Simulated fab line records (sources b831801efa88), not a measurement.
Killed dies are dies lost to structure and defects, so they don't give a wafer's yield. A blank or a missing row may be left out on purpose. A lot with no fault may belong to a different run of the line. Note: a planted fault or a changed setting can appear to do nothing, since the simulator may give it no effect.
fab line records | flow sky130 | part 1 of 2: steps 1 to 27 of 39
[record] lots = 5 wafers = 15 last-day = 49
route steps=708 shown CONTACT@410 METAL1@434
lots that met no fault: taken from a fault-free run of the same line
start-h: start of the lot's first displayed wafer, in hours after the record's first day | wait-h: time in hours since the lot's previous step | " as in the row above | L1.1+2: a row that stands for several wafers | - no value, or no start was given | * or withheld: withheld | < > ~ a bound
route shown NAME@n: a module of which the file shows steps, and the number in the route of the first | usual: mean/standard deviation of fault-free wafers | same: alike in all rows | chamber/n: place in a boat | sites: readings site by site | _std_site: their standard deviation | _edge_site: mean of outer sites minus mean of inner sites | radius-mm: how far each site lies from the wafer's centre | mask NAME#n: copy n | behind: tool/chamber where the wafer was last shaped | hold: reason for holding the lot/hours on hold/outcome of the hold | device: whichever transistor did not switch (one of n, p or np) | end of line: the tests these same wafers got at the end of their route | for a step that has no rows: nothing shown but its recipe | killed: at the first sort, the dies lost to defects and structure; wafer yield is something else | map: shows each die of a wafer: x if killed, . if not, _ if none is there
set.NAME: setting as actually run; set.NAME@STEP: the setting as run at that earlier step | model.NAME: the simulator's own value behind a step, which no gauge read
lots seen at some steps along the route; tables by step, rows by wafer
services: the hour from which a tool's chamber was out of use, counted from the record's first day as start-h (under 0 if before that day), plus the number of hours and why
[[steps]]
[step SKY_CONTACT_CMP_04]
[recipe] material = SiO2 down-force-psi = 4 platen-rpm = 60 pad-velocity-m-s = 0.94248
[usual] motor-current-A = 10.9/1 time-to-endpoint-s = 83/3.6
// columns lot.wafer tool chamber start-h wait-h motor-current-A time-to-endpoint-s
L074.4 cmp-01 1 706.87 0.1 12.5 87
L074.2 " 3 " " 11.6 77
L074.6 " 1 " " 11.8 80
L075.4 cmp-02 2 712.82 0.0 9.8 87
L075.1 " 3 " " 10.6 84
L075.6 " 2 " " 9.7 92
L078.1 cmp-01 1 746.17 0.1 12.5 80
L078.3 " 2 " " 11.0 78
L078.5 " 2 " " 10.8 87
L085.1 cmp-01 2 793.36 0.1 10.6 81
L085.4 " 0 " " 10.6 85
L085.6 " 2 " " 11.5 85
L093.3 cmp-02 3 860.67 0.2 10.8 78
L093.4 " 0 " " 9.4 82
L093.6 " 3 " " 10.9 77
[step SKY_CONTACT_BOW_MEAS_05]
[recipe] mode = bow
[usual] CONTACT_BOW = 83/6.7
// columns lot.wafer tool chamber start-h wait-h CONTACT_BOW[um]
L074.2 film-metro-01 - 707.14 0.1 78
L074.4 " - " " 70
L074.6 " - " " 85
L075.1 film-metro-04 - 713.12 0.2 77
L075.4 " - " " 81
L075.6 " - " " 82
L078.1 film-metro-04 - 746.47 0.2 93
L078.3 " - " " 83
L078.5 " - " " 79
L085.1 film-metro-04 - 793.61 0.2 82
L085.4 " - " " 80
L085.6 " - " " 81
L093.3 film-metro-01 - 860.96 0.2 81
L093.4 " - " " 89
L093.6 " - " " 80
[step SKY_CONTACT_DEHYDRATE_06]
[recipe] temp-c = 200 time-s = 60
// columns lot.wafer tool chamber start-h wait-h
L074.2+4+6 litho-track-02 0 720.90 13.7
L075.1+4+6 litho-track-03 0 725.41 12.3
L078.1+3+5 litho-track-01 0 759.17 12.7
L085.1+4+6 litho-track-03 0 806.06 12.4
L093.3+4+6 litho-track-02 0 872.98 12.0
[step SKY_CONTACT_HMDS_07]
[recipe] prime-time-s = 60 prime-temp-c = 120
// columns lot.wafer tool chamber start-h wait-h
L074.2+4+6 litho-track-02 0 721.05 0.1
L075.1+4+6 litho-track-03 0 725.56 0.1
L078.1+3+5 litho-track-01 0 759.32 0.1
L085.1+4+6 litho-track-03 0 806.21 0.1
L093.3+4+6 litho-track-02 0 873.13 0.1
[step SKY_CONTACT_COAT_08]
[recipe] resist = BARC temp-c = withheld time-s = withheld spin-rpm = 3000 resist-thk-nm = 60
[usual] dispense-pressure-kPa = 51/3.1
// columns lot.wafer tool chamber start-h wait-h dispense-pressure-kPa
L074.2 litho-track-02 0 721.20 0.1 52
L074.4 " 0 " " 52
L074.6 " 0 " " 52
L075.1 litho-track-03 0 725.71 0.1 47
L075.4 " 0 " " 47
L075.6 " 0 " " 47
L078.1 litho-track-01 0 759.47 0.1 54
L078.3 " 0 " " 54
L078.5 " 0 " " 54
L085.1 litho-track-03 0 806.36 0.1 48
L085.4 " 0 " " 48
L085.6 " 0 " " 48
L093.3 litho-track-02 0 873.28 0.1 52
L093.4 " 0 " " 52
L093.6 " 0 " " 52
[step SKY_CONTACT_COAT_09]
[recipe] resist = KrF-thick spin-rpm = 3000 resist-thk-nm = 450
[usual] dispense-pressure-kPa = 51/3
// columns lot.wafer tool chamber start-h wait-h dispense-pressure-kPa
L074.2 litho-track-02 0 - - 52
L074.4 " 0 " " 52
L074.6 " 0 " " 52
L075.1 litho-track-03 0 - - 48
L075.4 " 0 " " 48
L075.6 " 0 " " 48
L078.1 litho-track-01 0 - - 54
L078.3 " 0 " " 54
L078.5 " 0 " " 54
L085.1 litho-track-03 0 - - 48
L085.4 " 0 " " 48
L085.6 " 0 " " 48
L093.3 litho-track-02 0 - - 52
L093.4 " 0 " " 52
L093.6 " 0 " " 52
[step SKY_CONTACT_SOFTBAKE_10]
[recipe] temp-c = 100 time-s = 90 resist = KrF-thick
// columns lot.wafer tool chamber start-h wait-h
L074.2+4+6 litho-track-02 0 - -
L075.1+4+6 litho-track-03 0 - -
L078.1+3+5 litho-track-01 0 - -
L085.1+4+6 litho-track-03 0 - -
L093.3+4+6 litho-track-02 0 - -
[step SKY_CONTACT_EXPOSE_11]
[recipe] mask-id = CTM1 na = 0.8 source-shape = annular sigma-inner = 0.55 sigma-outer = 0.85 target-cd-nm = 170 dose-mj = 38
// columns lot.wafer tool chamber start-h wait-h mask
L074.2+4+6 krf-scanner-02 0 - - CTM1#0
L075.1+4+6 krf-scanner-01 0 - - CTM1#0
L078.1+3+5 krf-scanner-02 0 - - CTM1#0
L085.1+4+6 krf-scanner-02 0 - - CTM1#0
L093.3+4+6 krf-scanner-02 0 - - CTM1#0
[step SKY_CONTACT_PEB_12]
[recipe] peb-temp-c = withheld peb-time-s = withheld resist = KrF-thick
// columns lot.wafer tool chamber start-h wait-h
L074.2+4+6 litho-track-02 0 - -
L075.1+4+6 litho-track-03 0 - -
L078.1+3+5 litho-track-03 0 - -
L085.1+4+6 litho-track-03 0 - -
L093.3+4+6 litho-track-03 0 - -
[step SKY_CONTACT_DEVELOP_13]
[recipe] develop-time-s = 60 resist = KrF-thick dev-temp-c = 21
[same] develop-time-s = 60
// columns lot.wafer tool chamber start-h wait-h
L074.2+4+6 litho-track-02 0 - -
L075.1+4+6 litho-track-03 0 - -
L078.1+3+5 litho-track-03 0 - -
L085.1+4+6 litho-track-03 0 - -
L093.3+4+6 litho-track-03 0 - -
[step SKY_CONTACT_CD_MEAS_14]
[recipe] target-cd-nm = 170
[usual] cd-nm = 169.6/1.9
// columns lot.wafer tool chamber start-h wait-h cd-nm
L074.2 cd-sem-01 - 734.85 - 170.9
L074.4 " - " " 170.8
L074.6 " - " " 169.3
L075.1 cd-sem-02 - 739.91 - 170.9
L075.4 " - " " 171.3
L075.6 " - " " 170.4
L078.1 cd-sem-01 - 773.66 - 169.5
L078.3 " - " " 168.5
L078.5 " - " " 169.6
L085.1 cd-sem-01 - 819.46 - 166.9
L085.4 " - " " 165.9
L085.6 " - " " 168.8
L093.3 cd-sem-02 - 886.85 - 165.0
L093.4 " - " " 166.6
L093.6 " - " " 169.0
[step SKY_CONTACT_OVL_MEAS_15]
[usual] CONTACT_OVL = -2/5.7
// columns lot.wafer tool chamber start-h wait-h CONTACT_OVL[nm]
L074.2 overlay-02 - 734.96 0.1 -8
L074.4 " - " " 1
L074.6 " - " " -5
L075.1 overlay-01 - 740.03 0.1 -1
L075.4 " - " " -11
L075.6 " - " " -11
L078.1 overlay-01 - 773.78 0.1 -3
L078.3 " - " " -12
L078.5 " - " " -8
L085.1 overlay-02 - 819.58 0.1 4
L085.4 " - " " 0
L085.6 " - " " -4
L093.3 overlay-02 - 886.94 0.1 1
L093.4 " - " " -1
L093.6 " - " " 7
[step SKY_CONTACT_ETCH_16]
[recipe] chemistry = N2/H2 target = BARC ion-energy-ev = 200 source-w = 500 bias-w = 100 pressure-mtorr = 30 n2-flow-sccm = 100 h2-flow-sccm = 200 stop-on = SiO2 time-s = 45.9 target-depth-a = 600
[usual] chamber-pressure-mTorr = 29.996/0.026 drypump-motor-current-A = 5.7/0.35 h2-flow-sccm = 200.0/0.61 n2-flow-sccm = 100.05/0.3 oes-product-au = 0.855/0.0043 throttle-valve-pct = 13.224/0.01
// columns lot.wafer tool chamber start-h wait-h chamber-pressure-mTorr drypump-motor-current-A h2-flow-sccm n2-flow-sccm oes-product-au rf-hours-counter-h throttle-valve-pct
L074.2 rie-diel-04 1 734.99 0.0 30.013 5.2 200.5 99.65 0.851 19 13.221
L074.4 " 2 " " 29.933 6.4 199.6 100.05 0.855 20 13.216
L074.6 " 1 " " 29.989 5.2 200.7 99.27 0.855 - 13.215
L075.1 rie-diel-01 3 740.07 0.0 29.998 5.3 200.3 100.37 0.853 13 13.232
L075.4 " 2 " " 29.975 5.9 201.0 99.67 0.852 28 13.248
L075.6 " 3 " " 29.962 5.3 200.3 100.35 0.853 - 13.226
L078.1 rie-diel-04 3 773.82 0.0 30.028 5.9 199.8 100.24 0.858 17 13.202
L078.3 " 0 " " 29.955 5.6 199.8 99.79 0.854 13 13.228
L078.5 " 2 " " 29.974 6.4 200.5 100.20 0.854 - 13.226
L085.1 rie-diel-04 1 819.62 0.0 29.990 5.2 199.4 100.36 0.858 21 13.228
L085.4 " 3 " " 30.027 5.9 199.4 100.43 0.857 18 13.238
L085.6 " 0 " " 30.026 5.6 199.3 100.13 0.855 - 13.198
L093.3 rie-diel-01 1 886.97 0.0 29.973 5.9 200.2 99.82 0.856 9 13.215
L093.4 " 3 " " 30.007 5.3 199.5 99.45 0.851 18 13.218
L093.6 " 3 " " 29.991 5.3 199.6 99.59 0.856 - 13.227
[step SKY_CONTACT_ETCH_17]
[recipe] target = SiO2 chemistry = C4F8/O2/Ar stop-on = Si3N4 mask-material = KrF-thick source-w = 1500 bias-w = 1200 pressure-mtorr = 40 c4f8-flow-sccm = withheld O2_flow_sccm = 6 Ar_flow_sccm = 300 time-s = withheld target-depth-a = 3400
[usual] chamber-pressure-mTorr = 40.00/0.037 oes-product-au = 0.892/0.0048
// columns lot.wafer tool chamber start-h wait-h chamber-pressure-mTorr oes-product-au
L074.2 rie-diel-04 1 735.03 0.0 39.98 0.895
L074.4 " 2 " " 40.00 0.888
L074.6 " 1 " " 39.92 0.885
L075.1 rie-diel-01 3 740.11 0.0 40.00 0.888
L075.4 " 2 " " 40.02 0.891
L075.6 " 3 " " 40.02 0.895
L078.1 rie-diel-04 3 773.86 0.0 39.98 0.890
L078.3 " 0 " " 40.00 0.897
L078.5 " 2 " " 39.97 0.898
L085.1 rie-diel-04 1 819.66 0.0 39.97 0.896
L085.4 " 3 " " 39.99 0.893
L085.6 " 0 " " 40.03 0.883
L093.3 rie-diel-01 1 887.01 0.0 40.03 0.888
L093.4 " 3 " " 40.00 0.888
L093.6 " 3 " " 39.96 0.892
[step SKY_CONTACT_ETCH_18]
[recipe] target = Si3N4 chemistry = CHF3/O2 stop-on = TiN source-w = 600 bias-w = 200 pressure-mtorr = 40 chf3-flow-sccm = 50 O2_flow_sccm = 5 time-s = 39 target-depth-a = 750
[usual] chamber-pressure-mTorr = 40.00/0.035 drypump-motor-current-A = 5.7/0.35 oes-product-au = 0.854/0.0077 throttle-valve-pct = 8.794/0.0098
// columns lot.wafer tool chamber start-h wait-h chamber-pressure-mTorr drypump-motor-current-A oes-product-au rf-hours-counter-h throttle-valve-pct
L074.2 rie-diel-04 1 - - 40.01 5.1 0.858 19 8.808
L074.4 " 2 " " 40.03 6.4 0.861 20 8.794
L074.6 " 1 " " 40.01 5.2 0.868 - 8.798
L075.1 rie-diel-01 3 - - 39.93 5.3 0.848 13 8.788
L075.4 " 2 " " 39.98 5.9 0.857 28 8.808
L075.6 " 3 " " 39.99 5.3 0.861 - 8.801
L078.1 rie-diel-04 3 - - 40.04 5.9 0.853 17 8.790
L078.3 " 0 " " 39.99 5.5 0.843 13 8.795
L078.5 " 2 " " 39.97 6.3 0.842 - 8.788
L085.1 rie-diel-04 1 - - 40.01 5.2 0.851 21 8.792
L085.4 " 3 " " 39.97 5.9 0.861 18 8.792
L085.6 " 0 " " 39.98 5.5 0.861 - 8.796
L093.3 rie-diel-01 1 - - 40.01 5.9 0.857 9 8.778
L093.4 " 3 " " 40.05 5.3 0.851 18 8.792
L093.6 " 3 " " 40.03 5.3 0.856 - 8.792
[step SKY_CONTACT_STRIP_19]
[recipe] chemistry = O2/N2 power-w = 1400 pressure-mtorr = 1500 platen-temp-c = withheld o2-flow-sccm = 3000 n2-flow-sccm = 300 overash-fraction = 0.5
[usual] chamber-pressure-mTorr = 1500.1/1.5 drypump-motor-current-A = 5.5/0.34 n2-flow-sccm = 300.1/0.81 oes-product-au = 0.380/0.0048 strip-time-to-endpoint-s = 3.608/0.029
// columns lot.wafer tool chamber start-h wait-h chamber-pressure-mTorr drypump-motor-current-A n2-flow-sccm oes-product-au rf-hours-counter-h strip-time-to-endpoint-s
L074.2 plasma-asher-01 0 735.12 - 1498.5 5.5 298.9 0.377 31 3.609
L074.4 " 0 " " 1498.3 5.4 299.6 0.378 - 3.605
L074.6 " 1 " " 1501.0 5.8 300.6 0.380 - 3.576
L075.1 plasma-asher-01 1 740.20 - 1498.4 5.9 299.0 0.378 32 3.623
L075.4 " 0 " " 1500.3 5.5 299.8 0.378 - 3.604
L075.6 " 0 " " 1499.0 5.4 299.8 0.385 - 3.608
L078.1 plasma-asher-04 1 773.95 - 1498.7 5.5 299.8 0.390 3 3.584
L078.3 " 1 " " 1500.1 5.5 301.0 0.386 - 3.632
L078.5 " 0 " " 1501.1 6.0 299.9 0.376 - 3.577
L085.1 plasma-asher-04 1 819.75 - 1500.9 5.5 301.0 0.372 7 3.567
L085.4 " 1 " " 1502.1 5.5 300.5 0.378 - 3.589
L085.6 " 1 " " 1502.0 5.5 300.5 0.380 - 3.655
L093.3 plasma-asher-04 1 887.13 - 1499.9 5.5 300.7 0.386 - 3.627
L093.4 " 0 " " 1499.5 6.0 298.2 0.379 - 3.601
L093.6 " 1 " " 1501.0 5.5 300.2 0.380 - 3.639
[step SKY_CONTACT_STRIP_20]
[recipe] chemistry = post-etch-residue-remover time-s = 1200 temp-c = 72.5
// columns lot.wafer tool chamber start-h wait-h
L074.2+4+6 wet-bench-03 1 735.22 0.1
L075.1+4+6 wet-bench-03 2 740.30 0.1
L078.1+3+5 wet-bench-02 2 774.05 0.1
L085.1+4+6 wet-bench-03 0 819.85 0.1
L093.3+4+6 wet-bench-02 0 887.20 0.0
[step SKY_CONTACT_CLEAN_21]
[recipe] chemistry = IPA time-s = 180 temp-c = 25
// columns lot.wafer tool chamber start-h wait-h
L074.2+4+6 wet-bench-01 0 735.59 0.0
L075.1+4+6 wet-bench-02 0 740.67 0.0
L078.1+3+5 wet-bench-01 0 774.39 0.0
L085.1+4+6 wet-bench-02 0 820.22 0.0
L093.3+4+6 wet-bench-03 2 887.54 0.0
[step SKY_CONTACT_CLEAN_22]
[recipe] chemistry = O3/DIW dry = n2-spin
// columns lot.wafer tool chamber start-h wait-h
L074.2+4+6 wet-bench-03 0 735.65 0.0
L075.1+4+6 wet-bench-01 1 740.73 0.0
L078.1+3+5 wet-bench-03 3 774.45 0.0
L085.1+4+6 wet-bench-01 2 820.28 0.0
L093.3+4+6 wet-bench-01 0 887.60 0.0
[step SKY_CONTACT_SPUTTER_23]
[recipe] material = TiN target-thk-nm = 20 chamber-pressure-pa = 5 power-w = 4000 time-s = 80
[usual] throttle-valve-pct = 30.0/0.83
// columns lot.wafer tool chamber start-h wait-h throttle-valve-pct
L074.2 pvd-sputter-03 - 735.75 0.0 30.0
L074.4 " - " " 29.0
L074.6 " - " " 30.1
L075.1 pvd-sputter-01 - 740.82 0.0 30.5
L075.4 " - " " 31.2
L075.6 " - " " 30.6
L078.1 pvd-sputter-01 - 774.54 0.0 29.8
L078.3 " - " " 30.8
L078.5 " - " " 31.5
L085.1 pvd-sputter-01 - 820.37 0.0 30.5
L085.4 " - " " 31.1
L085.6 " - " " 30.1
L093.3 pvd-sputter-02 - 887.69 0.0 30.5
L093.4 " - " " 29.7
L093.6 " - " " 30.4
[step SKY_CONTACT_CVD_24]
[recipe] material = W target-thk-nm = 340 time-s = 102.12 temp-c = 400 pressure-torr = 40
[usual] heater-power-w = 839/34 susceptor-temp-C = 400.00/0.22
// columns lot.wafer tool chamber start-h wait-h heater-power-w susceptor-temp-C
L074.2 cvd-w-01 1 735.81 0.0 846 400.37
L074.4 " 0 " " 829 399.90
L074.6 " 1 " " 855 400.42
L075.1 cvd-w-01 0 740.88 0.0 845 400.21
L075.4 " 0 " " 827 400.19
L075.6 " 1 " " 832 399.75
L078.1 cvd-w-01 1 774.60 0.0 852 400.27
L078.3 " 1 " " 834 399.93
L078.5 " 1 " " 838 400.22
L085.1 cvd-w-02 1 820.43 0.0 908 400.18
L085.4 " 1 " " 868 400.01
L085.6 " 1 " " 895 400.28
L093.3 cvd-w-01 0 887.79 0.1 856 400.17
L093.4 " 1 " " 851 399.91
L093.6 " 1 " " 859 400.14
[step SKY_CONTACT_RS_MEAS_25]
[recipe] thk-meas-gauge = four-point-probe reads = W_of_CONTACT_CVD_24+TiN_of_CONTACT_SPUTTER_23
[usual] CONTACT_W_RS = 0.338/0.0043
// columns lot.wafer tool chamber start-h wait-h CONTACT_W_RS[ohm/sq]
L074.2 film-metro-01 - 735.94 0.1 0.344
L074.4 " - " " 0.337
L074.6 " - " " 0.340
L075.1 film-metro-03 - 740.99 0.1 0.338
L075.4 " - " " 0.338
L075.6 " - " " 0.343
L078.1 film-metro-04 - 774.71 0.1 0.345
L078.3 " - " " 0.343
L078.5 " - " " 0.340
L085.1 film-metro-01 - 820.54 0.1 0.336
L085.4 " - " " 0.342
L085.6 " - " " 0.339
L093.3 film-metro-01 - 887.90 0.1 0.334
L093.4 " - " " 0.338
L093.6 " - " " 0.339
[step SKY_CONTACT_THK_MEAS_26]
[recipe] thk-meas-gauge = xrf reads = W_of_CONTACT_CVD_24
[usual] CONTACT_W_THK = 344/4.2
// columns lot.wafer tool chamber start-h wait-h CONTACT_W_THK[nm]
L074.2 film-metro-01 - 736.05 0.1 342
L074.4 " - " " 346
L074.6 " - " " 344
L075.1 film-metro-03 - 741.11 0.1 341
L075.4 " - " " 342
L075.6 " - " " 334
L078.1 film-metro-04 - 774.83 0.1 338
L078.3 " - " " 341
L078.5 " - " " 343
L085.1 film-metro-01 - 820.66 0.1 349
L085.4 " - " " 343
L085.6 " - " " 347
L093.3 film-metro-01 - 888.00 0.1 346
L093.4 " - " " 342
L093.6 " - " " 342
[step SKY_CONTACT_CMP_27]
[recipe] stop-on = SiO2 t-overpolish-s = 15 down-force-psi = 3.5 platen-rpm = 60 target-thk-nm = 0 pad-velocity-m-s = 0.94248
[usual] motor-current-A = 9.9/0.88 overpolish-run-s = 15.001/0.0095 time-to-endpoint-s = 82/3.7
// columns lot.wafer tool chamber start-h wait-h motor-current-A overpolish-run-s time-to-endpoint-s
L074.2 cmp-02 1 736.15 0.1 10.9 15.009 81
L074.4 " 3 " " 9.9 15.003 79
L074.6 " 1 " " 11.1 15.005 84
L075.4 cmp-02 1 741.22 0.1 10.5 15.009 85
L075.1 " 2 " " 8.9 14.987 83
L075.6 " 0 " " 9.9 14.984 77
L078.3 cmp-02 3 774.94 0.1 9.9 15.004 83
L078.1 " 0 " " 9.2 15.019 82
L078.5 " 3 " " 9.9 15.016 84
L085.4 cmp-01 3 820.82 0.1 9.7 15.016 80
L085.1 " 0 " " 8.5 14.990 84
L085.6 " 2 " " 9.5 14.995 83
L093.4 cmp-02 0 888.09 0.1 9.8 14.998 79
L093.3 " 1 " " 11.1 15.010 85
L093.6 " 0 " " 9.4 14.999 77
[step SKY_METAL1_SPUTTER_00]
[recipe] material = Ti target-thk-nm = 15 power-w = 3000 time-s = 10 chamber-pressure-pa = 0.4
[usual] throttle-valve-pct = 30.2/1
// columns lot.wafer tool chamber start-h wait-h throttle-valve-pct
L074.2 pvd-sputter-01 - 736.40 0.2 31.4
L074.4 " - " " 30.4
L074.6 " - " " 30.6
L075.1 pvd-sputter-03 - 741.47 0.1 30.7
L075.4 " - " " 29.1
L075.6 " - " " 29.3
L078.1 pvd-sputter-03 - 775.19 0.1 30.2
L078.3 " - " " 29.1
L078.5 " - " " 29.2
L085.1 pvd-sputter-03 - 821.02 0.1 30.1
L085.4 " - " " 29.0
L085.6 " - " " 28.9
L093.3 pvd-sputter-03 - 888.34 0.1 29.4
L093.4 " - " " 30.6
L093.6 " - " " 30.7
[step SKY_METAL1_SPUTTER_01]
[recipe] material = TiN target-thk-nm = 20 power-w = 6500 time-s = 16.7 chamber-pressure-pa = 0.4
[usual] throttle-valve-pct = 30.1/1.1
// columns lot.wafer tool chamber start-h wait-h throttle-valve-pct
L074.2 pvd-sputter-01 - 736.42 0.0 31.3
L074.4 " - " " 30.2
L074.6 " - " " 30.5
L075.1 pvd-sputter-03 - 741.50 0.0 31.0
L075.4 " - " " 29.2
L075.6 " - " " 29.0
L078.1 pvd-sputter-03 - 775.21 0.0 29.8
L078.3 " - " " 28.9
L078.5 " - " " 29.0
L085.1 pvd-sputter-03 - 821.05 0.0 29.9
L085.4 " - " " 29.3
L085.6 " - " " 28.9
L093.3 pvd-sputter-03 - 888.37 0.0 29.5
L093.4 " - " " 30.9
L093.6 " - " " 30.8
[step SKY_METAL1_SPUTTER_02]
[recipe] material = AlCu target-thk-nm = 250 power-w = 10600 time-s = 13.3 chamber-pressure-pa = 0.4
[usual] throttle-valve-pct = 30.1/1
// columns lot.wafer tool chamber start-h wait-h throttle-valve-pct
L074.2 pvd-sputter-01 - 736.45 0.0 31.0
L074.4 " - " " 30.3
L074.6 " - " " 30.5
L075.1 pvd-sputter-03 - 741.52 0.0 30.8
L075.4 " - " " 29.2
L075.6 " - " " 29.1
L078.1 pvd-sputter-03 - 775.24 0.0 30.1
L078.3 " - " " 28.8
L078.5 " - " " 29.1
L085.1 pvd-sputter-03 - 821.07 0.0 29.8
L085.4 " - " " 29.2
L085.6 " - " " 29.0
L093.3 pvd-sputter-03 - 888.39 0.0 29.3
L093.4 " - " " 30.8
L093.6 " - " " 30.7
